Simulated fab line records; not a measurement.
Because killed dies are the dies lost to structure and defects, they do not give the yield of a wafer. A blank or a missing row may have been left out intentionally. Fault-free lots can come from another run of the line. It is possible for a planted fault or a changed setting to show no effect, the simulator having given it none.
What tool caused it? :: flow gf180mcu :: 38 wafers from 13 lots sampled at 5 of the route's 602 steps

== WHAT THE GAUGES READ, wafer by wafer ==
GF_VT_IMPLANT_OVL_MEAS_07.
lot: L675
measured: day 5 18:31
on: overlay-02
VT_IMPLANT_OVL (nm): 1.0 2.0 1.6

lot: L676
measured: day 6 02:19
on: overlay-02
VT_IMPLANT_OVL (nm): 2.0 1.2 1.1

lot: L677
measured: day 6 09:55
on: overlay-01
VT_IMPLANT_OVL (nm): 0.3 0.6 -1.2

lot: L678
measured: day 6 12:57
on: overlay-02
VT_IMPLANT_OVL (nm): -2.7 -0.7 -1.6

lot: L680
measured: day 6 17:40
on: overlay-02
VT_IMPLANT_OVL (nm): -0.5 0.5 -0.6

lot: L681
measured: day 7 05:27
on: overlay-01
VT_IMPLANT_OVL (nm): -0.7 0.1 -1.9

lot: L682
measured: day 7 14:28
on: overlay-01
VT_IMPLANT_OVL (nm): -2.3 -1.1

lot: L683
measured: day 7 18:50
on: overlay-02
VT_IMPLANT_OVL (nm): -0.4 1.1 0.1

lot: L688
measured: day 8 23:34
on: overlay-01
VT_IMPLANT_OVL (nm): -1.0 -3.1 -2.1

lot: L689
measured: day 9 05:34
on: overlay-02
VT_IMPLANT_OVL (nm): -0.3 -1.5 -0.9

lot: L693
measured: day 10 07:18
on: overlay-01
VT_IMPLANT_OVL (nm): -114.5 -115.1 -116.1

lot: L694
measured: day 10 11:42
on: overlay-01
VT_IMPLANT_OVL (nm): -115.1 -113.8 -115.2

lot: L697
measured: day 11 06:58
on: overlay-02
VT_IMPLANT_OVL (nm): 1.4 0.1 0.4

GF_CONTACT_THK_MEAS_01.
lot: L675
measured: day 15 07:43
on: filmMetro-04
CONTACT_CVD_00_THK (nm): 303 307 298

lot: L676
measured: day 15 18:10
on: filmMetro-03
CONTACT_CVD_00_THK (nm): 299 305 300

lot: L677
measured: day 16 07:28
on: filmMetro-01
CONTACT_CVD_00_THK (nm): 304 305 305

lot: L678
measured: day 16 09:55
on: filmMetro-03
CONTACT_CVD_00_THK (nm): 302 306 305

lot: L680
measured: day 16 21:07
on: filmMetro-03
CONTACT_CVD_00_THK (nm): 298 301 304

lot: L681
measured: day 17 09:50
on: filmMetro-03
CONTACT_CVD_00_THK (nm): 303 302 305

lot: L682
measured: day 18 00:53
on: filmMetro-03
CONTACT_CVD_00_THK (nm): 305 312

lot: L683
measured: day 18 03:38
on: filmMetro-01
CONTACT_CVD_00_THK (nm): 306 302 299

lot: L688
measured: day 19 21:11
on: filmMetro-03
CONTACT_CVD_00_THK (nm): 302 296 298

lot: L689
measured: day 20 05:52
on: filmMetro-01
CONTACT_CVD_00_THK (nm): 303 305 306

lot: L693
measured: day 21 20:31
on: filmMetro-01
CONTACT_CVD_00_THK (nm): 299 300 306

lot: L694
measured: day 21 22:10
on: filmMetro-03
CONTACT_CVD_00_THK (nm): 301 298 299

lot: L697
measured: day 23 01:02
on: filmMetro-03
CONTACT_CVD_00_THK (nm): 303 303 304

GF_V1_THK_MEAS_01.
lot: L675
measured: day 17 08:11
on: filmMetro-01
V1_CVD_00_THK (nm): 595 608 597

lot: L676
measured: day 17 18:14
on: filmMetro-03
V1_CVD_00_THK (nm): 591 606 606

lot: L677
measured: day 18 08:04
on: filmMetro-02
V1_CVD_00_THK (nm): 597 597 594

lot: L678
measured: day 18 11:54
on: filmMetro-03
V1_CVD_00_THK (nm): 612 607 599

lot: L680
measured: day 18 22:47
on: filmMetro-03
V1_CVD_00_THK (nm): 595 600 599

lot: L681
measured: day 19 13:02
on: filmMetro-03
V1_CVD_00_THK (nm): 584 593 606

lot: L682
measured: day 20 04:26
on: filmMetro-02
V1_CVD_00_THK (nm): 580 594

lot: L683
measured: day 20 07:38
on: filmMetro-01
V1_CVD_00_THK (nm): 589 598 590

lot: L688
measured: day 22 00:15
on: filmMetro-03
V1_CVD_00_THK (nm): 598 607 599

lot: L689
measured: day 22 08:06
on: filmMetro-02
V1_CVD_00_THK (nm): 612 600 603

lot: L693
measured: day 23 21:38
on: filmMetro-03
V1_CVD_00_THK (nm): 608 606 603

lot: L694
measured: day 23 22:33
on: filmMetro-01
V1_CVD_00_THK (nm): 606 606 603

lot: L697
measured: day 25 01:47
on: filmMetro-02
V1_CVD_00_THK (nm): 607 590 604

== TOOL THAT RAN EACH LOT (tool first, then ch and the chambers of the sampled wafers, then the start) ==
lot: L675
GF_VT_IMPLANT_EXPOSE_04: ilineStepper-01 ch 0, day 5 11:31
GF_CONTACT_ETCH_17: rieDiel-03 ch 0,2,3, day 17 08:11 or earlier

lot: L676
GF_VT_IMPLANT_EXPOSE_04: ilineStepper-01 ch 0, day 5 19:37
GF_CONTACT_ETCH_17: rieDiel-01 ch 0,3, day 17 18:14 or earlier

lot: L677
GF_VT_IMPLANT_EXPOSE_04: ilineStepper-02 ch 0, day 6 02:35
GF_CONTACT_ETCH_17: rieDiel-02 ch 1,2,3, day 18 08:04 or earlier

lot: L678
GF_VT_IMPLANT_EXPOSE_04: ilineStepper-02 ch 0, day 6 05:59
GF_CONTACT_ETCH_17: rieDiel-03 ch 0,2,3, day 18 11:54 or earlier

lot: L680
GF_VT_IMPLANT_EXPOSE_04: ilineStepper-02 ch 0, day 6 10:34
GF_CONTACT_ETCH_17: rieDiel-01 ch 1,2,3, day 18 22:47 or earlier

lot: L681
GF_VT_IMPLANT_EXPOSE_04: ilineStepper-02 ch 0, day 6 21:47
GF_CONTACT_ETCH_17: rieDiel-03 ch 1,2,3, day 19 13:02 or earlier

lot: L682
GF_VT_IMPLANT_EXPOSE_04: ilineStepper-01 ch 0, day 7 06:50
GF_CONTACT_ETCH_17: rieDiel-02 ch 1,3, day 20 04:26 or earlier

lot: L683
GF_VT_IMPLANT_EXPOSE_04: ilineStepper-01 ch 0, day 7 10:58
GF_CONTACT_ETCH_17: rieDiel-02 ch 1,2,3, day 20 07:38 or earlier

lot: L688
GF_VT_IMPLANT_EXPOSE_04: ilineStepper-01 ch 0, day 8 15:49
GF_CONTACT_ETCH_17: rieDiel-01 ch 2,3, day 22 00:15 or earlier

lot: L689
GF_VT_IMPLANT_EXPOSE_04: ilineStepper-02 ch 0, day 8 20:35
GF_CONTACT_ETCH_17: rieDiel-03 ch 0,1,2, day 22 08:06 or earlier

lot: L693
GF_VT_IMPLANT_EXPOSE_04: ilineStepper-02 ch 0, day 9 23:05
GF_CONTACT_ETCH_17: rieDiel-01 ch 2,3, day 23 21:38 or earlier

lot: L694
GF_VT_IMPLANT_EXPOSE_04: ilineStepper-02 ch 0, day 10 03:32
GF_CONTACT_ETCH_17: rieDiel-02 ch 0,1, day 23 22:33 or earlier

lot: L697
GF_VT_IMPLANT_EXPOSE_04: ilineStepper-01 ch 0, day 10 22:24
GF_CONTACT_ETCH_17: rieDiel-02 ch 0,1,3, day 25 01:47 or earlier
- GF_VT_IMPLANT_EXPOSE_04: exposes mask LVPWELL LV AREA, target cd 600 nm.
- GF_CONTACT_ETCH_17: etches SiO2 in C4F8/O2/Ar, stops on CoSi2, target depth 860 nm.

== WHAT THE TOOLS THEMSELVES READ (means of the sampled wafers that have a number; where no wafer has one, the mark that the record gives instead) ==
GF_VT_IMPLANT_EXPOSE_04.
lot: L675
tool: ilineStepper-01
exposureDoseMJCm2: 140.17

lot: L676
tool: ilineStepper-01
exposureDoseMJCm2: 139.94

lot: L677
tool: ilineStepper-02
exposureDoseMJCm2: 139.99

lot: L678
tool: ilineStepper-02
exposureDoseMJCm2: 139.92

lot: L680
tool: ilineStepper-02
exposureDoseMJCm2: 140.01

lot: L681
tool: ilineStepper-02
exposureDoseMJCm2: 139.80

lot: L682
tool: ilineStepper-01
exposureDoseMJCm2: 139.97

lot: L683
tool: ilineStepper-01
exposureDoseMJCm2: 139.66

lot: L688
tool: ilineStepper-01
exposureDoseMJCm2: 139.83

lot: L689
tool: ilineStepper-02
exposureDoseMJCm2: 140.03

lot: L693
tool: ilineStepper-02
exposureDoseMJCm2: 140.17

lot: L694
tool: ilineStepper-02
exposureDoseMJCm2: 140.00

lot: L697
tool: ilineStepper-01
exposureDoseMJCm2: 139.88

GF_CONTACT_ETCH_17.
lot: L675
tool: rieDiel-03
oesProductAu (a.u.): 0.821

lot: L676
tool: rieDiel-01
oesProductAu (a.u.): 0.819

lot: L677
tool: rieDiel-02
oesProductAu (a.u.): 0.816

lot: L678
tool: rieDiel-03
oesProductAu (a.u.): 0.814

lot: L680
tool: rieDiel-01
oesProductAu (a.u.): 0.814

lot: L681
tool: rieDiel-03
oesProductAu (a.u.): 0.817

lot: L682
tool: rieDiel-02
oesProductAu (a.u.): 0.819

lot: L683
tool: rieDiel-02
oesProductAu (a.u.): 0.816

lot: L688
tool: rieDiel-01
oesProductAu (a.u.): 0.816

lot: L689
tool: rieDiel-03
oesProductAu (a.u.): 0.817

lot: L693
tool: rieDiel-01
oesProductAu (a.u.): 0.818

lot: L694
tool: rieDiel-02
oesProductAu (a.u.): 0.815

lot: L697
tool: rieDiel-02
oesProductAu (a.u.): 0.815

== THE ANSWER, worked out from the rows above alone ==
Rule: usual is defined by the lots themselves. Put in order of their means at a reading, lots are off if they are a third of the lots or fewer, leave a main group of 4 or more, and stand apart from it by a gap of 3 or more times the standard deviation of the main group's means; of several such gaps the widest counts. A main group whose means are all the same, to the digits that the tables above print for the reading, isn't used. Also off: a lot with no number at a reading for which 4 or more lots have one. Where the step has rows for the other lots, those lots are counted as sound. First the gauges in route order, then the tools' own readings, where a lot's mean is used as printed above. At the first step where some lot is off, the reading lying furthest off is the one used; lots without a number count as furthest.
Off: at GF_VT_IMPLANT_OVL_MEAS_07 (VT_IMPLANT_OVL), L693, L694. The main group has a mean of -0.3 nm with a standard deviation of 1.2.
A tool fits if, at a process step before that reading, it ran every lot that is off, and no sound lot after the first of them. The gauges at GF_VT_IMPLANT_OVL_MEAS_07 are tried like those tools. 2 tools fit, ilineStepper-02 at GF_VT_IMPLANT_EXPOSE_04 and overlay-01 at GF_VT_IMPLANT_OVL_MEAS_07, so this cannot tell which one it is.

== WHAT THE SIMULATOR HAD PUT IN ==
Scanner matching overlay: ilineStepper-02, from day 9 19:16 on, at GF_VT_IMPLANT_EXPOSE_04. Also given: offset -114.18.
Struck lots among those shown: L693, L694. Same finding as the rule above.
